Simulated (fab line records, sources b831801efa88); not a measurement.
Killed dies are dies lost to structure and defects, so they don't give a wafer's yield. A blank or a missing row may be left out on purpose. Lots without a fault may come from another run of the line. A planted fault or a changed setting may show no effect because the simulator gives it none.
fab line records | flow sky130
record lots=14 wafers=40 last_day=50
route steps=708 shown POLY_CUT@316 SD_P@327 SD_N@348 PAD_OPEN@708
lots that met no fault: from a run of the same line without faults
start_h: hours from the record's first day to the start of the lot's first wafer shown | wait_h: hours since the lot's step before | " the same as in the row above | L1.1+2: a row that stands for several wafers | - no value, or no start given | * or withheld: withheld | < > ~ a bound
route shown NAME@n: a module of which the file shows steps, and the number in the route of the first | usual: mean/standard deviation of fault-free wafers | same: alike in all rows | chamber/n: place in a boat | sites: the reading at each site | _std_site: their standard deviation | _edge_site: outer sites' mean less inner sites' | radius_mm: how far each site lies from the wafer's centre | mask NAME#n: copy n | behind: the tool/chamber that last shaped the wafer | hold: why the lot was held/for how many hours/how that ended | device: the transistor (n, p or np) that didn't switch | end of line: the same wafers' tests at the end of the route | a step without rows: its recipe alone | killed: dies lost to structure and defects at the first sort, not the wafer's yield | map: a wafer's dies, x killed, . not, _ none there
set.NAME: the setting as run; set.NAME@STEP: as run at that earlier step | model.NAME: the simulator's own value behind a step, which no gauge read
steps of the route over a sample of lots; a table a step, a row a wafer
services: from which hour (start_h, from the record's first day; less than 0 if before it) a tool's chamber was out of use, for how many hours, and why
## steps
# step SKY_POLY_CUT_OVL_MEAS_09
# usual POLY_CUT_OVL=-4/5.3
# columns lot.wafer tool chamber start_h wait_h POLY_CUT_OVL[nm]
L776.1 overlay-02 - 553.62 0.1 -15
L776.4 " - " " -8
L776.6 " - " " -12
L779.3 overlay-01 - 592.58 0.1 6
L779.4 " - " " -6
L779.5 " - " " -1
L780.3 overlay-01 - 599.28 0.1 -4
L780.5 " - " " -1
L780.6 " - " " -1
L784.4 overlay-02 - 632.04 0.1 -9
L784.6 " - " " -5
L786.3 overlay-01 - 653.18 0.1 -6
L786.4 " - " " -10
L790.2 overlay-01 - 680.27 0.1 3
L790.3 " - " " 0
L790.6 " - " " -7
L792.1 overlay-02 - 689.32 0.1 -8
L792.2 " - " " -3
L792.3 " - " " -6
L793.2 overlay-01 - 698.93 0.1 -13
L793.3 " - " " -3
L793.5 " - " " -6
L794.3 overlay-02 - 715.03 0.1 1
L794.5 " - " " -1
L794.6 " - " " 2
L795.2 overlay-02 - 721.88 0.1 -2
L795.5 " - " " -9
L795.6 " - " " 3
L796.2 overlay-02 - 727.75 0.1 -8
L796.3 " - " " -2
L796.4 " - " " -7
L797.4 overlay-01 - 730.08 0.1 0
L797.5 " - " " 13
L797.6 " - " " -5
L798.1 overlay-02 - 735.40 0.1 -11
L798.3 " - " " -3
L798.5 " - " " -13
L799.1 overlay-02 - 749.66 0.1 -1
L799.2 " - " " -2
L799.5 " - " " -2
# step SKY_SD_P_CD_MEAS_07
# recipe target_cd_nm=380
# usual cd_nm=380.2/2.4
# columns lot.wafer tool chamber start_h wait_h cd_nm
L776.1 cd_sem-01 - 583.09 0.1 379.7
L776.4 " - " " 380.7
L776.6 " - " " 379.0
L779.3 cd_sem-01 - 621.95 0.1 378.1
L779.4 " - " " 379.6
L779.5 " - " " 377.5
L780.3 cd_sem-01 - 629.08 0.1 382.2
L780.5 " - " " 379.0
L780.6 " - " " 381.4
L784.4 cd_sem-01 - 660.81 0.1 379.0
L784.6 " - " " 377.6
L786.3 cd_sem-01 - 681.28 0.1 379.0
L786.4 " - " " 375.3
L790.2 cd_sem-02 - 707.63 0.1 374.8
L790.3 " - " " 376.4
L790.6 " - " " 376.5
L792.1 cd_sem-02 - 717.05 0.1 379.1
L792.2 " - " " 379.1
L792.3 " - " " 377.0
L793.2 cd_sem-02 - 726.98 0.1 382.8
L793.3 " - " " 381.9
L793.5 " - " " 380.4
L794.3 cd_sem-01 - 742.30 0.1 380.9
L794.5 " - " " 384.4
L794.6 " - " " 382.4
L795.2 cd_sem-02 - 749.43 0.1 382.2
L795.5 " - " " 381.6
L795.6 " - " " 380.0
L796.2 cd_sem-02 - 754.77 0.1 382.0
L796.3 " - " " 381.7
L796.4 " - " " 378.5
L797.4 cd_sem-01 - 757.55 0.1 381.1
L797.5 " - " " 382.2
L797.6 " - " " 380.5
L798.1 cd_sem-01 - 762.75 0.1 382.4
L798.3 " - " " 381.3
L798.5 " - " " 383.0
L799.1 cd_sem-02 - 776.81 0.1 375.8
L799.2 " - " " 378.2
L799.5 " - " " 378.8
# step SKY_SD_P_STRIP_10
# recipe chemistry=O2/N2 power_w=1400 pressure_mtorr=1500 platen_temp_c=withheld o2_flow_sccm=3000 n2_flow_sccm=300 overash_fraction=0.5
# usual drypump_motor_current_A=5.4/0.59 oes_product_au=0.617/0.0048 strip_time_to_endpoint_s=17.47/0.045
# columns lot.wafer tool chamber start_h wait_h drypump_motor_current_A oes_product_au rf_hours_counter_h strip_time_to_endpoint_s
L776.1 plasma_asher-04 0 583.40 0.1 5.6 0.618 77 17.52
L776.4 " 0 " " 5.6 0.621 - 17.53
L776.6 " 1 " " 6.0 0.624 - 17.56
L779.3 plasma_asher-01 1 622.25 0.1 4.8 0.623 - 17.48
L779.4 " 0 " " 5.0 0.610 - 17.45
L779.5 " 0 " " 5.0 0.623 - 17.48
L780.3 plasma_asher-02 0 629.38 0.1 6.6 0.620 - 17.41
L780.5 " 0 " " 6.6 0.609 - 17.41
L780.6 " 1 " " 5.7 0.617 - 17.50
L784.4 plasma_asher-01 1 661.09 0.1 4.8 0.618 - 17.51
L784.6 " 0 " " 5.0 0.615 - 17.49
L786.3 plasma_asher-01 1 681.58 0.1 4.8 0.613 - 17.45
L786.4 " 0 " " 5.0 0.617 - 17.47
L790.2 plasma_asher-01 0 707.92 0.1 5.0 0.618 59 17.50
L790.3 " 0 " " 5.0 0.616 - 17.50
L790.6 " 0 " " 4.9 0.618 - 17.49
L792.1 plasma_asher-01 0 717.36 0.1 5.0 0.621 59 17.49
L792.2 " 1 " " 4.8 0.627 59 17.51
L792.3 " 1 " " 4.8 0.616 - 17.50
L793.2 plasma_asher-01 1 727.27 0.1 4.8 0.619 61 17.50
L793.3 " 0 " " 5.0 0.612 - 17.50
L793.5 " 1 " " 4.8 0.630 - 17.48
L794.3 plasma_asher-04 1 742.60 0.1 6.0 0.622 - 17.41
L794.5 " 0 " " 5.6 0.614 - 17.40
L794.6 " 1 " " 6.0 0.611 - 17.36
L795.2 plasma_asher-04 0 749.72 0.1 5.6 0.621 95 17.50
L795.5 " 0 " " 5.6 0.612 - 17.44
L795.6 " 1 " " 6.0 0.623 - 17.46
L796.2 plasma_asher-01 1 755.06 0.1 4.8 0.618 64 17.46
L796.3 " 1 " " 4.8 0.614 - 17.46
L796.4 " 0 " " 5.0 0.608 - 17.46
L797.4 plasma_asher-04 0 757.83 0.1 5.6 0.621 - 17.54
L797.5 " 1 " " 6.0 0.615 - 17.55
L797.6 " 0 " " 5.6 0.616 - 17.56
L798.1 plasma_asher-04 0 763.06 0.1 5.6 0.620 96 17.46
L798.3 " 0 " " 5.6 0.616 - 17.46
L798.5 " 0 " " 5.6 0.615 - 17.42
L799.1 plasma_asher-04 0 777.12 0.1 5.6 0.613 98 17.55
L799.2 " 1 " " 6.0 0.617 98 17.54
L799.5 " 1 " " 6.0 0.619 - 17.51
# step SKY_SD_N_DEVELOP_06
# recipe resist=NOVOLAK developer=TMAH develop_time_s=60 dev_temp_c=23
# columns lot.wafer tool chamber start_h wait_h
L776.1+4+6 litho_track-02 0 641.43 0.1
L779.3+4+5 litho_track-04 0 678.81 0.1
L780.3+5+6 litho_track-02 0 686.08 0.1
L784.4+6 litho_track-04 0 717.53 0.1
L786.3+4 litho_track-04 0 736.96 0.1
L790.2+3+6 litho_track-02 0 762.45 0.1
L792.1+2+3 litho_track-02 0 771.63 0.1
L793.2+3+5 litho_track-02 0 782.80 0.1
L794.3+5+6 litho_track-04 0 796.11 0.1
L795.2+5+6 litho_track-03 0 803.38 0.1
L796.2+3+4 litho_track-04 0 808.63 0.1
L797.4+5+6 litho_track-04 0 810.58 0.1
L798.1+3+5 litho_track-02 0 815.08 0.1
L799.1+2+5 litho_track-03 0 829.55 0.1
# step SKY_SD_N_CD_MEAS_07
# recipe target_cd_nm=380
# usual cd_nm=379.3/2.7
# columns lot.wafer tool chamber start_h wait_h hold cd_nm
L776.1 cd_sem-02 - 641.58 0.1 - 377.9
L776.4 " - " " - 377.9
L776.6 " - " " - 377.5
L779.3 cd_sem-01 - 678.95 0.1 - 376.5
L779.4 " - " " - 375.4
L779.5 " - " " - 377.4
L780.3 cd_sem-01 - 686.22 0.1 - 380.9
L780.5 " - " " - 379.5
L780.6 " - " " - 380.2
L784.4 cd_sem-01 - 717.67 0.1 await_dispo/0.2h/release 396.9
L784.6 " - " " await_dispo/0.2h/release 384.4
L784.4 cd_sem-01 - 717.96 0.3 - 397.0
L784.6 " - " " - 384.3
L786.3 cd_sem-01 - 737.10 0.1 await_dispo/0.2h/release 381.5
L786.4 " - " " await_dispo/0.2h/release 392.4
L786.3 cd_sem-01 - 737.39 0.3 - 381.5
L786.4 " - " " - 392.9
L790.2 cd_sem-02 - 762.60 0.1 - 377.5
L790.3 " - " " - 377.9
L790.6 " - " " - 378.1
L792.1 cd_sem-02 - 771.78 0.1 - 381.7
L792.2 " - " " - 381.1
L792.3 " - " " - 381.9
L793.2 cd_sem-01 - 782.95 0.1 - 374.5
L793.3 " - " " - 373.8
L793.5 " - " " - 373.3
L794.3 cd_sem-02 - 796.25 0.1 - 379.4
L794.5 " - " " - 378.6
L794.6 " - " " - 378.7
L795.2 cd_sem-01 - 803.52 0.1 - 375.9
L795.5 " - " " - 377.5
L795.6 " - " " - 378.7
L796.2 cd_sem-01 - 808.78 0.1 - 379.9
L796.3 " - " " - 377.9
L796.4 " - " " - 376.2
L797.4 cd_sem-02 - 810.72 0.1 - 379.0
L797.5 " - " " - 379.2
L797.6 " - " " - 379.9
L798.1 cd_sem-01 - 815.23 0.1 - 375.5
L798.3 " - " " - 379.0
L798.5 " - " " - 378.6
L799.1 cd_sem-01 - 829.70 0.1 - 383.1
L799.2 " - " " - 381.9
L799.5 " - " " - 383.6
# step SKY_PAD_OPEN_PROBE_99
# usual killed_at_M0_to_M3=43/7.7 killed_at_M4_up=3.1/1.7 killed_at_contacts=23/4.8 killed_at_front_end=15/4.5 killed_at_other=0.3/0.58 killed_dies=85/10 killed_open=46/7.5 killed_short=38/6.5
# same gross_dies=492 killed_at_back_side=0
# columns lot.wafer tool chamber start_h wait_h killed_at_M0_to_M3 killed_at_M4_up killed_at_contacts killed_at_front_end killed_at_other killed_dies killed_open killed_short
L776.1 prober-02 - 1070.44 0.1 36 4 28 9 2 79 42 37
L776.4 prober-02 - 1070.59 0.2 34 2 19 20 0 75 41 34
L776.6 prober-02 - 1070.69 0.2 37 4 24 17 0 82 48 34
L779.3 prober-01 - 1106.07 0.2 44 2 30 8 0 84 48 36
L779.4 prober-01 - 1106.12 0.2 38 4 25 16 0 83 47 36
L779.5 prober-01 - 1106.17 0.2 46 3 23 16 0 88 48 39
L784.4 prober-01 - 1129.33 0.2 47 3 21 10 1 82 39 43
L784.6 prober-01 - 1129.43 0.2 37 2 22 9 0 70 35 35
L786.4 prober-01 - 1140.63 0.2 41 5 28 13 0 87 41 46
L790.2 prober-02 - 1159.34 0.1 42 2 17 23 0 84 48 36
L790.3 prober-02 - 1159.39 0.2 36 2 21 18 0 77 38 39
L790.6 prober-02 - 1159.54 0.2 35 1 26 23 0 85 44 41
L794.3 prober-02 - 1183.05 0.2 31 3 23 16 0 73 44 29
L794.5 prober-02 - 1183.15 0.2 56 1 27 17 1 102 59 43
L794.6 prober-02 - 1183.20 0.2 36 1 16 16 0 69 33 36
L795.2 prober-01 - 1185.36 0.1 46 2 18 11 0 77 43 34
L795.5 prober-01 - 1185.51 0.2 60 2 28 11 0 101 52 48
L795.6 prober-01 - 1185.56 0.2 48 2 24 8 0 82 48 34
L796.2 prober-02 - 1191.13 0.1 58 3 42 16 0 119 73 45
L796.3 prober-02 - 1191.18 0.2 45 3 21 17 0 86 50 36
L796.4 prober-02 - 1191.23 0.2 53 2 23 26 0 104 52 51
# killed by level:class
L776.1 CONTACT:geometric_particle:open=10 VIA1:geometric_particle:open=8 LI_CONTACT:geometric_particle:open=7 VIA3:geometric_particle:open=7 VIA1:geometric_particle:short=5 VIA2:geometric_particle:short=5 POLY_GATE:geometric_particle:short=4 CONTACT:geometric_particle:short=4
L776.4 POLY_GATE:geometric_particle:short=7 FIELD_ISO:geometric_particle:open=6 VIA1:geometric_particle:open=6 CONTACT:geometric_particle:open=5 VIA2:geometric_particle:open=5 POLY_GATE:geometric_particle:open=4 VIA3:geometric_particle:short=4 LI_CONTACT:geometric_particle:open=4
L776.6 VIA1:geometric_particle:open=10 CONTACT:geometric_particle:open=9 FIELD_ISO:geometric_particle:open=7 LI_CONTACT:geometric_particle:open=5 CONTACT:geometric_particle:short=5 VIA3:geometric_particle:open=5 LOCAL_INTERCONNECT:geometric_particle:short=4 POLY_GATE:geometric_particle:open=4
L779.3 VIA1:geometric_particle:open=10 CONTACT:geometric_particle:open=8 LI_CONTACT:geometric_particle:open=8 CONTACT:geometric_particle:short=8 VIA2:geometric_particle:open=6 VIA3:geometric_particle:open=6 VIA1:geometric_particle:short=5 METAL2:geometric_particle:short=5
L779.4 VIA1:geometric_particle:open=11 LI_CONTACT:geometric_particle:open=9 CONTACT:geometric_particle:open=6 VIA2:geometric_particle:open=6 FIELD_ISO:geometric_particle:short=5 VIA3:geometric_particle:short=5 CONTACT:geometric_particle:short=5 METAL3:geometric_particle:short=5
L779.5 CONTACT:geometric_particle:open=13 VIA2:geometric_particle:open=9 VIA2:geometric_particle:short=6 FIELD_ISO:geometric_particle:short=5 VIA1:geometric_particle:open=5 METAL2:geometric_particle:short=5 FIELD_ISO:geometric_particle:open=4 LI_CONTACT:geometric_particle:open=4
L784.4 VIA1:geometric_particle:open=11 VIA1:geometric_particle:short=9 LI_CONTACT:geometric_particle:open=7 VIA3:geometric_particle:open=7 CONTACT:geometric_particle:open=5 METAL2:geometric_particle:short=5 VIA3:geometric_particle:short=5 FIELD_ISO:geometric_particle:short=4
L784.6 VIA1:geometric_particle:open=7 LI_CONTACT:geometric_particle:open=6 CONTACT:geometric_particle:open=6 VIA1:geometric_particle:short=6 METAL1:geometric_particle:short=5 LOCAL_INTERCONNECT:geometric_particle:short=4 CONTACT:geometric_particle:short=4 VIA2:geometric_particle:open=4
L786.4 CONTACT:geometric_particle:open=9 VIA2:geometric_particle:short=7 LI_CONTACT:geometric_particle:open=7 VIA3:geometric_particle:open=7 LOCAL_INTERCONNECT:geometric_particle:short=6 VIA1:geometric_particle:short=6 VIA1:geometric_particle:open=6 FIELD_ISO:geometric_particle:open=4
L790.2 VIA1:geometric_particle:open=12 VIA2:geometric_particle:open=8 FIELD_ISO:geometric_particle:short=7 CONTACT:geometric_particle:open=7 VIA1:geometric_particle:short=6 VIA3:geometric_particle:short=6 FIELD_ISO:geometric_particle:open=5 VIA2:geometric_particle:short=5
L790.3 CONTACT:geometric_particle:open=9 VIA1:geometric_particle:open=7 LOCAL_INTERCONNECT:geometric_particle:short=5 VIA1:geometric_particle:short=5 METAL2:geometric_particle:short=5 SPACER:geometric_particle:short=4 LI_CONTACT:geometric_particle:open=4 METAL1:geometric_particle:short=4
L790.6 CONTACT:geometric_particle:open=11 VIA1:geometric_particle:open=8 LOCAL_INTERCONNECT:geometric_particle:short=7 FIELD_ISO:geometric_particle:short=6 FIELD_ISO:geometric_particle:open=6 VIA3:geometric_particle:open=6 METAL1:geometric_particle:short=5 VIA2:geometric_particle:open=5
L794.3 CONTACT:geometric_particle:open=8 LI_CONTACT:geometric_particle:open=7 POLY_GATE:geometric_particle:open=6 METAL1:geometric_particle:short=6 VIA1:geometric_particle:open=5 VIA3:geometric_particle:open=5 VIA2:geometric_particle:open=4 FIELD_ISO:geometric_particle:open=3
L794.5 VIA1:geometric_particle:open=13 VIA2:geometric_particle:open=13 CONTACT:geometric_particle:open=7 LI_CONTACT:geometric_particle:open=7 VIA3:geometric_particle:open=7 LOCAL_INTERCONNECT:geometric_particle:short=6 METAL3:geometric_particle:short=5 POLY_GATE:geometric_particle:short=4
L794.6 VIA1:geometric_particle:open=7 VIA1:geometric_particle:short=6 VIA2:geometric_particle:open=5 SPACER:geometric_particle:open=4 METAL1:geometric_particle:short=4 LI_CONTACT:geometric_particle:open=4 LOCAL_INTERCONNECT:geometric_particle:short=4 FIELD_ISO:geometric_particle:open=3
L795.2 METAL1:geometric_particle:short=9 VIA3:geometric_particle:open=7 LI_CONTACT:geometric_particle:open=7 VIA1:geometric_particle:open=7 POLY_GATE:geometric_particle:open=6 CONTACT:geometric_particle:open=5 METAL2:geometric_particle:short=5 VIA2:geometric_particle:open=5
L795.5 VIA1:geometric_particle:open=15 CONTACT:geometric_particle:open=12 VIA3:geometric_particle:open=9 VIA3:geometric_particle:short=9 METAL1:geometric_particle:short=7 VIA2:geometric_particle:open=6 VIA1:geometric_particle:short=6 LI_CONTACT:geometric_particle:open=5
L795.6 VIA3:geometric_particle:open=14 VIA1:geometric_particle:open=9 CONTACT:geometric_particle:open=8 VIA2:geometric_particle:open=8 VIA3:geometric_particle:short=5 LI_CONTACT:geometric_particle:open=5 LI_CONTACT:geometric_particle:short=4 CONTACT:geometric_particle:short=4
L796.2 VIA1:geometric_particle:open=24 CONTACT:geometric_particle:open=18 LI_CONTACT:geometric_particle:open=9 LOCAL_INTERCONNECT:geometric_particle:short=7 VIA1:geometric_particle:short=6 FIELD_ISO:geometric_particle:open=5 CONTACT:geometric_particle:short=5 METAL1:geometric_particle:short=5
L796.3 CONTACT:geometric_particle:open=9 VIA1:geometric_particle:open=9 VIA2:geometric_particle:open=7 VIA1:geometric_particle:short=6 METAL1:geometric_particle:short=6 FIELD_ISO:geometric_particle:short=5 METAL1:geometric_particle:open=5 LOCAL_INTERCONNECT:geometric_particle:short=5
L796.4 VIA2:geometric_particle:open=13 CONTACT:geometric_particle:open=10 VIA1:geometric_particle:open=10 METAL2:geometric_particle:short=9 POLY_GATE:geometric_particle:short=8 VIA1:geometric_particle:short=6 LI_CONTACT:geometric_particle:short=5 FIELD_ISO:geometric_particle:open=4
## services
# columns tool chamber start_h hours kind
plasma_asher-02 - 597.31 1.0 repair
plasma_asher-01 - 676.49 2.8 pm
plasma_asher-01 - 690.03 4.9 repair
plasma_asher-01 - 708.49 2.0 repair
plasma_asher-04 - 714.13 0.5 repair
plasma_asher-02 - 741.02 45.4 pm
## key
first_sign step=SKY_SD_N_CD_MEAS_07 reading=visit direction=added
effect step=SKY_SD_N_CD_MEAS_07 reading=cd_nm direction=up sigmas=5.8 usual=379.3 struck=394.7
met_at SKY_SD_N_DEVELOP_06
struck_lots L784,L786
struck_wafers L784.4,L786.4
tester_left_out L784,L786
not_acting_at SKY_POLY_CUT_OVL_MEAS_09,SKY_SD_P_CD_MEAS_07,SKY_SD_P_STRIP_10
onset_between 678.81 717.53
fault kind=process_parameter_drift tool=litho_track-04 chamber=- onset_h=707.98 steps=SKY_SD_N_DEVELOP_06 channel=develop_time_s offset=* shape=step end_h=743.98 scope=struck_wafers_only acts_in=* stated=*
# tester_left_out: of these lots the tester's yield and bins aren't shown, on N5 and GAA mostly nor the transistor test; their killed dies are dies lost to structure and defects alone, not to doping, threshold or leakage, so they don't give the yield
